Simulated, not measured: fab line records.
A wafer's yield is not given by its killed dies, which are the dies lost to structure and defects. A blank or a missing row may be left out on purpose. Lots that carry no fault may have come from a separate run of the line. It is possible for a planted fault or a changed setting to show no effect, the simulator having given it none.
The same fault as seen by 2 desks :: flow sky130 :: what lay behind the numbers comes last; until then each desk has only its own

## FROM THE METROLOGY DESK
What the gauges read, lot by lot, whatever tool the lot ran on: means of the sampled wafers that have a number. Marked OUT: a lot whose mean sits more than 4 standard deviations from the usual mean, which makes it out of limits; the brackets give that distance.
Columns: A = SD_P_TW at SKY_SD_P_TW_MEAS_11, usual 2817; B = cd-nm at SKY_SD_N_CD_MEAS_07, usual 380.2 nm; C = SD_N_RS at SKY_SD_N_RS_MEAS_16, usual 68.47 ohm/sq; D = SD_P_RS at SKY_SD_N_RS_MEAS_17, usual 147.0 ohm/sq
lot: L517
first seen here: day 25 13:54
A: 2828
B: 378.7
C: 68.52
D: 146.7

lot: L518
first seen here: day 25 22:47
A: 2836
B: 380.9
C: 68.31
D: 146.9

lot: L520
first seen here: day 26 21:15
A: 2794
B: 384.6
C: 68.48
D: 147.0

lot: L521
first seen here: day 26 23:27
A: 2810
B: 378.6
C: 68.44
D: 147.0

lot: L522
first seen here: day 27 11:38
A: 2797
B: 378.4
C: 68.48
D: 146.8

lot: L526
first seen here: day 28 20:14
A: 2794
B: 380.8
C: 68.49
D: 146.5

lot: L528
first seen here: day 29 12:36
A: 2832
B: 379.5
C: 71.16 (+27) OUT
D: 162.0 (+45) OUT

lot: L530
first seen here: day 30 07:07
A: 2832
B: 382.9
C: 71.18 (+27) OUT
D: 161.7 (+45) OUT

lot: L535
first seen here: day 31 16:34
A: 2813
B: 382.4
C: 68.37
D: 146.7

lot: L537
first seen here: day 32 09:47
A: 2827
B: 379.4
C: 68.40
D: 146.8

lot: L539
first seen here: day 33 12:17
A: 2785
B: 377.8
C: 68.45
D: 146.6

lot: L540
first seen here: day 33 20:19
A: 2784
B: 381.5
C: 68.53
D: 146.7
This desk's finding: out of limits on L528, L530; first on L528, day 31 20:08 (SD_N_RS at SKY_SD_N_RS_MEAS_16). Within limits: L517, L518, L520, L521, L522, L526, L535, L537, L539, L540.

## THE TOOL OWNER'S DESK: rtp-anneal-02
Per lot that ran on this tool, the mean of the sampled wafers carrying a number, from the tool's own readings at SKY_SD_N_RTA_14 (time 2 s). Marked OUT: a lot whose mean sits more than 4 standard deviations from the usual mean, which makes it out of limits; the brackets give that distance.
Columns: A = lamp-power-pct at SKY_SD_N_RTA_14, usual 15.74 %; B = ramp-up-c-per-s at SKY_SD_N_RTA_14, usual 150.00; C = wafer_temp_C_max at SKY_SD_N_RTA_14, usual 1078.0
lot: L518
first seen here: day 28 09:28
A: 15.83
B: 150.00
C: 1077.6

lot: L520
first seen here: day 29 06:34
A: 15.71
B: 149.98
C: 1077.8

lot: L522
first seen here: day 29 20:50
A: 15.74
B: 150.01
C: 1078.2

lot: L526
first seen here: day 31 04:34
A: 15.74
B: 150.01
C: 1077.0

lot: L528
first seen here: day 31 19:58
A: 15.73
B: 150.00
C: 1078.5

lot: L530
first seen here: day 32 15:46
A: 15.73
B: 150.01
C: 1076.7

lot: L540
first seen here: day 36 00:56
A: 15.77
B: 149.99
C: 1077.5
Result from this desk: across the 7 lots, nothing is out of limits.

## ALL TOGETHER
Metrology desk: alarm possible at day 31 20:08 on L528, L530.
The desk of the tool owner found nothing out of limits.
Tool owner's desk: L528, L530 on record, inside its limits.
Of the lots named, all ran SKY_SD_N_RTA_14 on rtp-anneal-02.

## WHAT THE SIMULATOR PUT IN
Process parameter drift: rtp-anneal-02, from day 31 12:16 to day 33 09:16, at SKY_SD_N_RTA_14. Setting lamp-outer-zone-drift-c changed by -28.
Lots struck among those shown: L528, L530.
Per desk, hours elapsed from the start of the fault to the first reading out of limits: for the metrology desk, 8.
